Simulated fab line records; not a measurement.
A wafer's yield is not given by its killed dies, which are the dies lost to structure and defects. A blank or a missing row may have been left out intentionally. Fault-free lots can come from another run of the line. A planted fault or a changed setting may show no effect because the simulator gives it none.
Which tool did it?    flow gf180mcu    39 wafers from 13 lots sampled at 3 of the route's 602 steps

== WHAT THE GAUGES SHOWED, per wafer ==
GF_M2_OVL_MEAS_15.
lot   measured      on          M2_OVL (nm)
L484  day 19 09:38  overlay-02  -3 1 -2
L485  day 20 00:14  overlay-02  -6 -3 1
L486  day 20 16:11  overlay-01  -1 -5 -5
L488  day 21 07:26  overlay-01  -1 6 6
L489  day 21 13:48  overlay-02  0 -6 -3
L490  day 21 22:11  overlay-01  -1 -5 -1
L491  day 22 09:44  overlay-01  -3 -1 -3
L492  day 22 17:46  overlay-01  7 0 -5
L494  day 23 16:29  overlay-02  0 5 -1
L495  day 24 01:08  overlay-02  -9 -10 -6
L498  day 24 17:36  overlay-02  0 -5 3
L500  day 25 04:21  overlay-02  -1 -1 3
L505  day 26 20:38  overlay-01  1 4 -2

== WHICH TOOL RAN EACH LOT (tool, then ch and the chambers of the sampled wafers, then the start) ==
lot   GF_HV_LDD_COAT_41                 GF_HV_LDD_STRIP_49
L484  lithoTrack-01 ch 0, day 12 04:49  plasmaAsher-04 ch 0,1, day 12 14:30
L485  lithoTrack-04 ch 0, day 12 15:02  plasmaAsher-02 ch 1, day 13 01:50
L486  lithoTrack-04 ch 0, day 13 04:29  plasmaAsher-03 ch 0,1, day 13 14:19
L488  lithoTrack-02 ch 0, day 13 19:12  plasmaAsher-03 ch 0, day 14 05:59
L489  lithoTrack-02 ch 0, day 13 23:56  plasmaAsher-02 ch 0,1, day 14 10:10
L490  lithoTrack-02 ch 0, day 14 06:47  plasmaAsher-04 ch 0,1, day 14 18:04
L491  lithoTrack-04 ch 0, day 14 16:42  plasmaAsher-02 ch 0,1, day 15 03:49
L492  lithoTrack-04 ch 0, day 15 01:20  plasmaAsher-02 ch 0,1, day 15 12:11
L494  lithoTrack-04 ch 0, day 15 21:29  plasmaAsher-02 ch 0,1, day 16 08:55
L495  lithoTrack-02 ch 0, day 16 07:15  plasmaAsher-03 ch 0,1, day 16 19:01
L498  lithoTrack-02 ch 0, day 16 23:50  plasmaAsher-03 ch 0,1, day 17 11:28
L500  lithoTrack-02 ch 0, day 17 12:41  plasmaAsher-02 ch 0,1, day 18 01:13
L505  lithoTrack-04 ch 0, day 19 09:12  plasmaAsher-02 ch 0,1, day 19 22:01
- GF_HV_LDD_COAT_41: resist thk 1000 nm.
- GF_HV_LDD_STRIP_49: strips in O2/N2.

== AS READ BY THE TOOLS THEMSELVES (means over the sampled wafers that have a number; for cases with no such wafer, the mark the record gives instead) ==
GF_HV_LDD_COAT_41.
lot   tool           spinSpeedRpm (rpm)
L484  lithoTrack-01  3000.9
L485  lithoTrack-04  2997.2
L486  lithoTrack-04  2999.0
L488  lithoTrack-02  2998.1
L489  lithoTrack-02  2999.8
L490  lithoTrack-02  3002.3
L491  lithoTrack-04  3001.5
L492  lithoTrack-04  2999.9
L494  lithoTrack-04  3001.6
L495  lithoTrack-02  3001.5
L498  lithoTrack-02  3290.2
L500  lithoTrack-02  3292.1
L505  lithoTrack-04  3000.7

GF_HV_LDD_STRIP_49.
lot   tool            drypumpMotorCurrentA (A)  heaterPowerW (W)  oesProductAu (a.u.)  stripTimeToEndpointS (s)
L484  plasmaAsher-04  5.4                       308               0.718                12.65
L485  plasmaAsher-02  6.7                       337               0.718                12.55
L486  plasmaAsher-03  5.9                       344               0.715                12.59
L488  plasmaAsher-03  5.7                       339               0.718                12.67
L489  plasmaAsher-02  6.2                       340               0.713                12.66
L490  plasmaAsher-04  5.4                       309               0.714                12.61
L491  plasmaAsher-02  5.7                       345               0.715                12.61
L492  plasmaAsher-02  6.2                       342               0.716                12.59
L494  plasmaAsher-02  6.2                       342               0.717                12.61
L495  plasmaAsher-03  6.2                       355               0.720                12.67
L498  plasmaAsher-03  6.2                       357               0.715                12.07
L500  plasmaAsher-02  6.2                       340               0.712                12.10
L505  plasmaAsher-02  6.2                       337               0.716                12.58

== THE ANSWER, worked out from the rows above alone ==
Rule: what is usual is taken from the lots themselves. Put in order of their means at a reading, lots are off if they are a third of the lots or fewer, leave a main group of 4 or more, and stand apart from it by a gap of 3 or more times the standard deviation of the main group's means; of several such gaps the widest counts. If all means in a main group match to the digits the tables above print for the reading, that group is not used. Also off: a lot with no number at a reading for which 4 or more lots have one. All remaining lots with rows at the step are treated as sound. The gauges are gone through in route order, then the tools' own readings, and for those a lot's mean is taken as printed above. The first step at which some lot is off is used, and at that step the reading that is off furthest; a lot without a number counts as furthest.
Off at GF_HV_LDD_COAT_41 (spinSpeedRpm): L498, L500. The main group: mean 3000.2 rpm, standard deviation 1.5.
If a tool, at that step or one of the process steps before it, ran each lot that is off and ran no sound lot following the first of them, it fits. One fits: GF_HV_LDD_COAT_41 on lithoTrack-02. A fault onset in the window from L495 (day 16 07:15, its last sound lot) to L498 (day 16 23:50, its first lot off) fits.
On the lots that are off, the tool's own readings at GF_HV_LDD_COAT_41 differ by more than 5 times the standard deviation of the sound lots' means, which bears it out; spinSpeedRpm reads 3291.1 rpm there versus 3000.2 rpm on the sound lots.

== WHAT THE SIMULATOR HAD INSERTED ==
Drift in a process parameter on lithoTrack-02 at GF_HV_LDD_COAT_41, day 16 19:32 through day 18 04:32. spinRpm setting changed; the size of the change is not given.
Shown lots that were struck: L498, L500. The same result came from the rule above.
